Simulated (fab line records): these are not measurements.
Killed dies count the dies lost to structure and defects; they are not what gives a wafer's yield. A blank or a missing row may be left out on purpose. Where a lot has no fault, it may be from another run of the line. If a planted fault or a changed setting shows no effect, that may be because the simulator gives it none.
A lot that was struck, set against a sound lot | flow sky130 | 18 steps out of a route of 708
Sound: these wafers, L616.1, L616.2, L616.6. The struck wafers were L609.3, L609.4, L609.6. The cause is named last.
Order at every step that has rows: each side's tool, ch and its chambers, its first start. Under that, the readings that differ: sound wafers | struck wafers | difference of the means | sigmas: that difference in standard deviations of wafers without a fault.
alike: words and numbers the same on both sides, and readings whose means are apart by under 2 such deviations; not compared: readings that were withheld, readings missing a value for some wafer, numbers with overlapping values and no deviation given by the record, and bounds like >300 which may hide the same value.
Wherever a step has rows on one side only, a row that says differs or no value, or a row with sigmas, the two part there. Non-overlapping numbers with no deviation appear without sigmas and do not part them. Lack of a reading on every wafer of one side parts them only where that side has two or more wafers.

first, 3 steps without rows for these wafers: SKY_SONOS_ONO_WET_ETCH_18 (etches Si3N4 in H3PO4, target depth 15 nm, time 172 s); SKY_GATE_OXIDE_CLEAN_00 (cleans in SC1/SC2, time 150 s); SKY_GATE_OXIDE_OXIDATION_01 (stabilise 600 s, purge 300 s, target thk 10.268 nm).
SKY_GATE_OXIDE_THK_MEAS_02:
  sound on filmMetro-04 at day 20 16:58; struck on filmMetro-04 at day 17 16:49
  alike: GATE_OXIDE_OXIDATION_00_THK
then, 7 steps without rows for these wafers: SKY_GATE_OXIDE_DEHYDRATE_03 (time 60 s); SKY_GATE_OXIDE_HMDS_04 (prime time 60 s); SKY_GATE_OXIDE_COAT_05 (resist thk 1140 nm); SKY_GATE_OXIDE_SOFTBAKE_06 (time 60 s); SKY_GATE_OXIDE_EXPOSE_07 (exposes mask LVOM, target cd 600 nm); SKY_GATE_OXIDE_PEB_08; SKY_GATE_OXIDE_DEVELOP_09 (develop time 60 s).
SKY_GATE_OXIDE_OVL_MEAS_10:
  sound on overlay-02 at day 21 23:56; struck on overlay-01 at day 18 22:23
  alike: GATE_OXIDE_OVL
SKY_GATE_OXIDE_IMPLANT_11:
  sound on implanter-02 ch 0, day 21 23:58; struck on implanter-04 ch 0, day 18 22:47
  alike: beamOnS
then, 1 step without rows for these wafers: SKY_GATE_OXIDE_WET_ETCH_12 (etches SiO2 in dHF, target depth 16.8 nm, time 336 s).
SKY_GATE_OXIDE_STRIP_13: strips in O2/N2.
  sound on plasmaAsher-01 ch 0,1, day 22 00:14; struck on plasmaAsher-04 ch 0,1, day 18 23:03
  alike: drypumpMotorCurrentA, oesProductAu, stripTimeToEndpointS
  not compared: rfHoursCounterH
SKY_GATE_OXIDE_TW_MEAS_14:
  sound on filmMetro-03 at day 22 00:20; struck on filmMetro-01 at day 18 23:08
reading       | sound             | struck            | difference | sigmas
GATE_OXIDE_TW | 225.3 224.7 225.8 | 276.4 277.8 277.0 | +51.8      | +30
then, 1 step without rows for these wafers: SKY_GATE_OXIDE_CLEAN_15 (cleans in SC1/SC2, time 150 s).
SKY_PAD_OPEN_PROBE_99:
  the record has rows for the sound wafers here (prober-01, day 51 02:22) and none for the struck ones

WHERE THEY PART
First at SKY_GATE_OXIDE_TW_MEAS_14; last, within this record, at SKY_PAD_OPEN_PROBE_99.

WHY: what had been put in by the simulator
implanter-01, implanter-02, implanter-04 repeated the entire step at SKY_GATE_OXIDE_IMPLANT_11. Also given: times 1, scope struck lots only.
